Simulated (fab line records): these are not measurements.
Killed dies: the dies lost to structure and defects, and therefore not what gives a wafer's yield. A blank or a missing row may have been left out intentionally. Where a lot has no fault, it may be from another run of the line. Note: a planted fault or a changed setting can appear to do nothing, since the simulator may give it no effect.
Which tool was responsible? / flow sky130 / 11 lots, 33 wafers sampled, at 2 steps of a route of 708

## WHAT THE GAUGES READ, wafer by wafer
SKY_LI_CONTACT_THK_MEAS_01.
lot=L579; measured=day 29 06:41; on=film_metro-02; LI_CONTACT_HDPCVD_THK (nm)=939 935 931
lot=L580; measured=day 29 10:40; on=film_metro-03; LI_CONTACT_HDPCVD_THK (nm)=933 945 933
lot=L581; measured=day 29 16:55; on=film_metro-03; LI_CONTACT_HDPCVD_THK (nm)=751 748 749 750 748 748
lot=L582; measured=day 29 20:15; on=film_metro-03; LI_CONTACT_HDPCVD_THK (nm)=735 752 737 733 752 738
lot=L591; measured=day 33 08:35; on=film_metro-03; LI_CONTACT_HDPCVD_THK (nm)=928 934 931
lot=L593; measured=day 33 20:05; on=film_metro-02; LI_CONTACT_HDPCVD_THK (nm)=927 933 938
lot=L595; measured=day 34 14:22; on=film_metro-03; LI_CONTACT_HDPCVD_THK (nm)=946 936 931
lot=L599; measured=day 35 15:53; on=film_metro-04; LI_CONTACT_HDPCVD_THK (nm)=946 925 928
lot=L597; measured=day 35 17:58; on=film_metro-03; LI_CONTACT_HDPCVD_THK (nm)=933 936 935
lot=L600; measured=day 35 21:52; on=film_metro-02; LI_CONTACT_HDPCVD_THK (nm)=938 923 935
lot=L601; measured=day 36 06:10; on=film_metro-02; LI_CONTACT_HDPCVD_THK (nm)=941 937 942

## TOOL THAT RAN EACH LOT (tool first, then ch and the chambers of the sampled wafers, then the start)
lot=L579; SKY_LI_CONTACT_HDPCVD_00=hdpcvd-01 ch 0,1, day 29 06:32
lot=L580; SKY_LI_CONTACT_HDPCVD_00=hdpcvd-02 ch 0,1,2, day 29 10:34
lot=L581; SKY_LI_CONTACT_HDPCVD_00=hdpcvd-01 ch 0,1, day 29 16:46
lot=L582; SKY_LI_CONTACT_HDPCVD_00=hdpcvd-01 ch 0,1, day 29 20:05
lot=L591; SKY_LI_CONTACT_HDPCVD_00=hdpcvd-01 ch 0,1,2, day 33 08:29
lot=L593; SKY_LI_CONTACT_HDPCVD_00=hdpcvd-01 ch 0,1, day 33 19:57
lot=L595; SKY_LI_CONTACT_HDPCVD_00=hdpcvd-01 ch 0,1,2, day 34 14:15
lot=L599; SKY_LI_CONTACT_HDPCVD_00=hdpcvd-02 ch 0,1, day 35 15:46
lot=L597; SKY_LI_CONTACT_HDPCVD_00=hdpcvd-01 ch 0,2, day 35 17:52
lot=L600; SKY_LI_CONTACT_HDPCVD_00=hdpcvd-01 ch 0,1,2, day 35 21:47
lot=L601; SKY_LI_CONTACT_HDPCVD_00=hdpcvd-01 ch 0,1, day 36 06:04
- SKY_LI_CONTACT_HDPCVD_00: deposits PSG, target thk 930 nm, time 155 s.

## THE ANSWER, worked out from the rows above alone
Rule: the usual values come from the lots themselves. Put in order of their means at a reading, lots are off if they are a third of the lots or fewer, leave a main group of 4 or more, and stand apart from it by a gap of 3 or more times the standard deviation of the main group's means; of several such gaps the widest counts. A main group is skipped when, at the precision printed for the reading in the tables above, its means are all equal. A lot without any number at a reading at which 4 lots or more have one is off too. All remaining lots with rows at the step are treated as sound.
Off: L581, L582, at SKY_LI_CONTACT_THK_MEAS_01 (LI_CONTACT_HDPCVD_THK). The main group has a mean of 935 nm with a standard deviation of 2.8.
A tool fits if, at a process step before that reading, it ran every lot that is off, and no sound lot after the first of them. The gauges at SKY_LI_CONTACT_THK_MEAS_01 are tried like those tools. None of those tried fits.

## WHAT THE SIMULATOR PUT IN
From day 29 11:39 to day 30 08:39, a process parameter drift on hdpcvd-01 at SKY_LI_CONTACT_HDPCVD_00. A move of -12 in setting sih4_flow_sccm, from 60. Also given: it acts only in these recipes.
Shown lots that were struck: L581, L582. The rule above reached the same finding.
